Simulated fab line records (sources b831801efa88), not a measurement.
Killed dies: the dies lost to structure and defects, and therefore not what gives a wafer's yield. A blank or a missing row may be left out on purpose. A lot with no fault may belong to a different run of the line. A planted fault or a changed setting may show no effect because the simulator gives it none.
A single fault, viewed from 2 desks + flow gf180mcu + each desk holds nothing but its own numbers, with what lay behind them at the end

DESK OF THE TOOL OWNER: cmp-01
The tool's own readings at GF_V1_CMP_04 (polishes SiO2): means of the sampled wafers that have a number, for each lot that ran on this tool. Marked OUT: a lot whose mean sits more than 4 standard deviations from the usual mean, which makes it out of limits; the brackets give that distance.
Columns: A = motor current A at GF_V1_CMP_04, usual 12.2 A; B = slurry flow ml min at GF_V1_CMP_04, usual 150.0; C = time to endpoint s at GF_V1_CMP_04, usual 79 s
| lot  | first seen here | A    | B     | C             |
|------|-----------------|------|-------|---------------|
| L558 | day 17 15:02    | 12.9 | 150.1 | 77            |
| L563 | day 20 02:38    | 10.7 | 149.5 | 59 (-4.5) OUT |
This desk finds L563 out of limits, L563 being first, at day 20 02:38 (time to endpoint s at GF_V1_CMP_04). In limits: L558.

METROLOGY DESK
What the gauges read, lot by lot, whatever tool the lot ran on: means of the sampled wafers that have a number. Marked OUT: a lot whose mean sits more than 4 standard deviations from the usual mean, which makes it out of limits; the brackets give that distance. 7 of its 9 readings are shown, namely those furthest out on some lot.
Columns: A = cd nm at GF_M1_CD_MEAS_14, usual 229.6 nm; B = V1_CVD_00_THK at GF_V1_THK_MEAS_01, usual 594 nm; C = V1_BOW at GF_V1_BOW_MEAS_05, usual 81 um; D = cd nm at GF_V1_CD_MEAS_14, usual 260.6 nm; E = V1_OVL at GF_V1_OVL_MEAS_15, usual 3 nm; F = V1_W_RS at GF_V1_RS_MEAS_24, usual 0.326 ohm/sq; G = V1_W_THK at GF_V1_THK_MEAS_25, usual 354 nm
| lot  | first seen here | A     | B   | C  | D     | E  | F     | G   |
|------|-----------------|-------|-----|----|-------|----|-------|-----|
| L558 | day 17 13:46    | 228.4 | 594 | 81 | 258.6 | -6 | 0.324 | 355 |
| L563 | day 20 01:31    | 229.5 | 593 | 82 | 261.4 | 3  | 0.319 | 361 |
| L575 | day 23 14:08    | 230.0 | 593 | 86 | 261.3 | -6 | 0.332 | 344 |
| L578 | day 24 17:39    | 230.0 | 588 | 94 | 261.2 | -8 | 0.325 | 354 |
| L580 | day 25 19:37    | 229.0 | 593 | 82 | 261.3 | 12 | 0.328 | 350 |
Finding of this desk: none of the 5 lots has anything out of limits.

BROUGHT TOGETHER
An alarm could have come from the tool owner's desk at day 20 02:38, on L563.
From the metrology desk's view, nothing was out of limits.
The metrology desk holds a record of L563, inside its limits.
Of the lots named, all ran GF_V1_CMP_04 on cmp-01.

WHAT THE SIMULATOR HAD PUT IN
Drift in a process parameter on cmp-01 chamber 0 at GF_V1_CMP_04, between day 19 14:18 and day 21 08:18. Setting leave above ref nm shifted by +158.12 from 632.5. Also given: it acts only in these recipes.
Shown lots that were struck: L563.
Each desk's first reading out of limits, in hours after the fault started: the tool owner's desk, 12.
